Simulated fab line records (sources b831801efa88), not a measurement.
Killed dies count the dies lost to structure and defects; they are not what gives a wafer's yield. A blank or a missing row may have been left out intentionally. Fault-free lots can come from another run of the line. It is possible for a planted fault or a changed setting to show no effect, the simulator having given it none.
8D (eight disciplines) problem report, filled in by code || flow sky130 || the parts of the form that need people (team, actions taken, sign-off) are left out

## 1. THE ISSUE
Mean CAP2M_TIN_RS at SKY_CAP2M_RS_MEAS_03: 17.03 ohm/sq over 6 wafers in 2 lots; fault-free wafers: 6.90 ohm/sq, standard deviation 0.061. So: +99 or more standard deviations from the usual mean.
The step: measures by four-point-probe.
The first sign was on wafer L908.2 at day 41 22:27, on filmMetro-04. The record holds 30 wafers of 10 lots with a number at this step. By rule, "out" or "out of limits" means more than 4 standard deviations away from the usual mean. Any other wafer with a number is counted as sound.

## 2. WHAT IT IS, AND WHAT IT ISN'T
{"question": "which readings at this step", "is": "CAP2M_TIN_RS", "is not": "-"}
{"question": "which lots", "is": "L908, L910", "is not": "L901, L902, L907, L916, L918, L920, L922, L923"}
{"question": "which wafers of those lots", "is": "all that have a number", "is not": "-"}
{"question": "read on which gauges", "is": "filmMetro-04", "is not": "filmMetro-02, filmMetro-03"}
{"question": "when", "is": "from day 41 22:27", "is not": "up to then (9 sound wafers); but 15 sound wafers of L916, L918, L920, L922, L923 came after"}

## 3. SUSPECTS, AND WHAT RULES EACH OUT
Counting: a tool stays on the suspect list if, at a process step up to the reading, it processed all lots that are out and no sound lot following the first of them.
- ruled out: the gauge at SKY_CAP2M_RS_MEAS_03. All the wafers that are out were read on filmMetro-04, but those of them that SKY_CAP2M_METAL_ETCH_13 has rows for are out there too, on other tools.
- cmp-02 at SKY_VIA3_CMP_24 (polishes, stops on SiO2, t overpolish 20 s, target thk 0 nm): ruled out as a lasting fault. The sound lots L918, L922, L923 went through it after L908, its earliest lot that is out (day 41 21:47).
- pvdSputter-02 at SKY_CAP2M_SPUTTER_02 (material TiN, target thk 200 nm, time 166.7 s): ruled out as a lasting fault. The sound lots L918, L920 went through it after L908, its earliest lot that is out (day 41 22:19).
Left after counting: nothing in the record.

## 4. THE CAUSE (what the simulator had put in)
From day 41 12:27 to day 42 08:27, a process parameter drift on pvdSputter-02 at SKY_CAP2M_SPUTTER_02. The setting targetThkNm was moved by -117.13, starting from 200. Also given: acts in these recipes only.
Counting ruled it out, wrongly: the rule takes a fault to strike every lot that its tool runs from its start on, and this one did not.

## 5. THE CHAIN OF EFFECTS, in route order
Each row: a reading where the mean over the struck wafers with a number is more than 3 standard deviations away from the usual. Only readings whose record carries a usual standard deviation are examined. hours: median over the lots of the time between each lot's start at the first step of this table that gives one and its start at this step. sigmas: the change, counted in usual standard deviations.
{"hours": 0, "step": "SKY_CAP2M_RS_MEAS_03", "reading": "CAP2M_TIN_RS", "usual": "6.90 ohm/sq", "on struck wafers": 17.03, "change": "+10.13", "sigmas": "+99 or more"}
{"hours": 0, "step": "SKY_CAP2M_THK_MEAS_04", "reading": "CAP2M_TIN_THK", "usual": "201.7 nm", "on struck wafers": 84.2, "change": -117.5, "sigmas": -73}
{"hours": 23, "step": "SKY_CAP2M_METAL_ETCH_13", "reading": "oesProductAu", "usual": "0.942 a.u.", "on struck wafers": 0.612, "change": -0.330, "sigmas": -47}
{"hours": 23, "step": "SKY_CAP2M_METAL_ETCH_13", "reading": "throttleValvePct", "usual": "21.902 %", "on struck wafers": 22.105, "change": "+0.203", "sigmas": "+21"}
The process steps in it:
- SKY_CAP2M_METAL_ETCH_13: etches TiN in Cl2/BCl3, stops on SiO2, target depth 220 nm, time 62.9 s.

## 6. WHAT WOULD HAVE CAUGHT IT SOONER
10 hours passed between the start of the fault at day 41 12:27 and the first reading out of limits at a measuring or inspecting step in this record, taken at day 41 22:27.
No tool reading at SKY_CAP2M_SPUTTER_02 that has a usual standard deviation in the record was out on any struck wafer, so an alarm limit of 4 standard deviations on those readings would not have fired.
